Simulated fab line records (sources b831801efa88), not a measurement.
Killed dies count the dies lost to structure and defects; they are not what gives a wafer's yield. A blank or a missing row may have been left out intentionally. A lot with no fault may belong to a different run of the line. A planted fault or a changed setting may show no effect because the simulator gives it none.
One fault through the eyes of 2 desks / flow sky130 / only its own numbers are on each desk; what lay behind them is given at the end

== DESK OF THE TOOL OWNER: litho track-02 ==
The tool's own readings at SKY_METAL5_DEVELOP_13 (develop time 60 s): means of the sampled wafers that have a number, for each lot that ran on this tool. A lot is out of limits, marked OUT, if its mean lies more than 4 standard deviations from the usual mean; the brackets give that distance.
Columns: A = chill plate temp C at SKY_METAL5_DEVELOP_13, usual 23.01 C
lot=L397; first seen here=day 45 07:14; A=23.12
lot=L400; first seen here=day 45 20:47; A=23.02
lot=L408; first seen here=day 48 07:20; A=23.07
lot=L412; first seen here=day 48 23:56; A=22.92
This desk's finding: nothing out of limits on any of the 4 lots.

== FROM THE METROLOGY DESK ==
What the gauges read for every lot (on any tool): the sampled wafers with a number, averaged. A lot is out of limits, marked OUT, if its mean lies more than 4 standard deviations from the usual mean; the brackets give that distance.
Columns: A = VIA4_OVL at SKY_VIA4_OVL_MEAS_11, usual -0.8 nm
lot=L394; first seen here=day 43 07:28; A=0.3
lot=L396; first seen here=day 44 04:17; A=-0.9
lot=L397; first seen here=day 44 07:43; A=-2.1
lot=L398; first seen here=day 44 12:44; A=-0.6
lot=L399; first seen here=day 44 17:55; A=-1.2
lot=L400; first seen here=day 44 21:40; A=-2.0
lot=L401; first seen here=day 45 09:13; A=-0.8
lot=L403; first seen here=day 45 19:26; A=-0.2
lot=L407; first seen here=day 46 23:44; A=0.3
lot=L408; first seen here=day 47 11:13; A=-0.6
lot=L410; first seen here=day 47 19:26; A=-1.3
lot=L412; first seen here=day 48 04:05; A=-3.0
lot=L414; first seen here=day 48 17:08; A=0.5
lot=L415; first seen here=day 48 17:29; A=-2.9
This desk's finding: nothing out of limits on any of the 14 lots.

== TAKEN TOGETHER ==
The tool owner's desk saw nothing out of limits.
Nothing out of limits was seen by the metrology desk.

== WHAT THE SIMULATOR HAD PUT IN ==
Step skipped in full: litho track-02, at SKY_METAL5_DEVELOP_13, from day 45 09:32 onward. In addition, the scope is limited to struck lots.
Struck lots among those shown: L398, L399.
